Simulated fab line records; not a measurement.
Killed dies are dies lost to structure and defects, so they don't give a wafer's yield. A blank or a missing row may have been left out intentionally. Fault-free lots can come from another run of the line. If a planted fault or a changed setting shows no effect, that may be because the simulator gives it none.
Chamber matching	flow gf180mcu	4 sister chambers for GF_SAB_ETCH_11 on rie diel-02
The step etches SiO2 in C4F8/O2/Ar, target depth 55 nm, time 8.5 s. 4 wafers are shown with their chamber, then 7 later ones without.

== WAFERS PAIRED WITH THEIR CHAMBERS ==
wafer	chamber	oes product au (a.u.)
L804.5	3	1.000
L806.6	0	0.982
L807.1	2	1.004
L807.3	1	0.998

== WAFERS WHOSE CHAMBER IS MISSING ==
wafer	oes product au (a.u.)
L807.6	0.998
L810.1	1.013
L810.3	1.002
L810.5	1.007
L811.1	1.017
L811.5	1.001
L811.6	1.006

== CHAMBER TAKEN BY EACH ==
wafer	from the rows above	in truth
L807.6	can't be placed: 1 or 3 or 2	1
L810.1	can't be placed: 2 or 3 or 1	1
L810.3	can't be placed: 2 or 3 or 1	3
L810.5	can't be placed: 2 or 3 or 1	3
L811.1	can't be placed: 2 or 3 or 1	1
L811.5	can't be placed: 3 or 1 or 2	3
L811.6	can't be placed: 2 or 3 or 1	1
Placed correctly: 0 of 7. Cannot be placed on the basis of these rows: 7; the candidates contain the true chamber in 7. 0 placed wrongly.
How it was worked out, from the rows above alone: a wafer's distance from a chamber is the root of the sum, over the readings, of the square of ((its reading less the chamber's mean) divided by the reading's scatter). The wafer belongs to the nearest chamber; if the next one is less than 2 further off, it can't be placed. The mean given for a chamber averages the wafers shown for that chamber. The scatter: with one shown wafer a chamber, the root of the mean of the squares of how far each hidden wafer lies from its nearest shown one.
